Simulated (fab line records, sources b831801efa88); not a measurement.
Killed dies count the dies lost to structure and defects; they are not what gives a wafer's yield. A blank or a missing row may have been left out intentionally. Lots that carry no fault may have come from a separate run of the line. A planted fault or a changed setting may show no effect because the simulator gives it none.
Matching of chambers	flow gf180mcu	GF_M5_ETCH_09 on rie-diel-02 has 4 sister chambers
The step etches Si3N4 in CF4/O2, target depth 52 nm, time 11.6 s. 8 wafers are shown with their chamber, then 12 later ones without.

== WAFERS WITH THEIR CHAMBER ==
wafer	chamber	drypump-motor-current-A (A)	cf4-flow-sccm (sccm)
L082.5	0	5.7	80.15
L085.1	0	5.7	80.56
L085.2	2	5.9	79.67
L085.4	2	5.9	79.80
L087.5	3	5.2	79.92
L089.1	1	5.5	79.73
L089.2	3	5.2	79.65
L089.3	1	5.6	79.92

== WAFERS WITH NO CHAMBER GIVEN ==
wafer	drypump-motor-current-A (A)	cf4-flow-sccm (sccm)
L091.1	5.7	80.15
L091.3	5.5	80.15
L091.4	5.7	79.98
L092.4	5.7	80.07
L092.5	5.2	80.02
L092.6	5.5	79.98
L094.1	5.2	80.35
L094.2	5.7	80.21
L094.3	5.9	80.26
L097.1	5.2	80.13
L097.3	5.7	80.19
L097.6	5.8	79.99

== WHICH CHAMBER EACH WENT THROUGH ==
wafer	from the rows above	in truth
L091.1	0	0
L091.3	1	1
L091.4	0	0
L092.4	0	0
L092.5	3	3
L092.6	1	1
L094.1	3	3
L094.2	0	0
L094.3	2	2
L097.1	3	3
L097.3	0	0
L097.6	can't be placed: 2 or 0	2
Correct placement for 11 of the 12. From these rows, 1 cannot be placed; in 1 the true chamber is one of the candidates. Wrongly placed: 0.
How it was worked out, from the rows above alone: a wafer's distance from a chamber is the root of the sum, over the readings, of the square of ((its reading less the chamber's mean) divided by the reading's scatter). The wafer belongs to the nearest chamber; if the next one is less than 2 further off, it can't be placed. A chamber's mean is the mean of its shown wafers. The scatter: take each reading less its chamber's mean, square it, sum over the shown wafers, divide by the number of wafers less the number of chambers, and take the root.
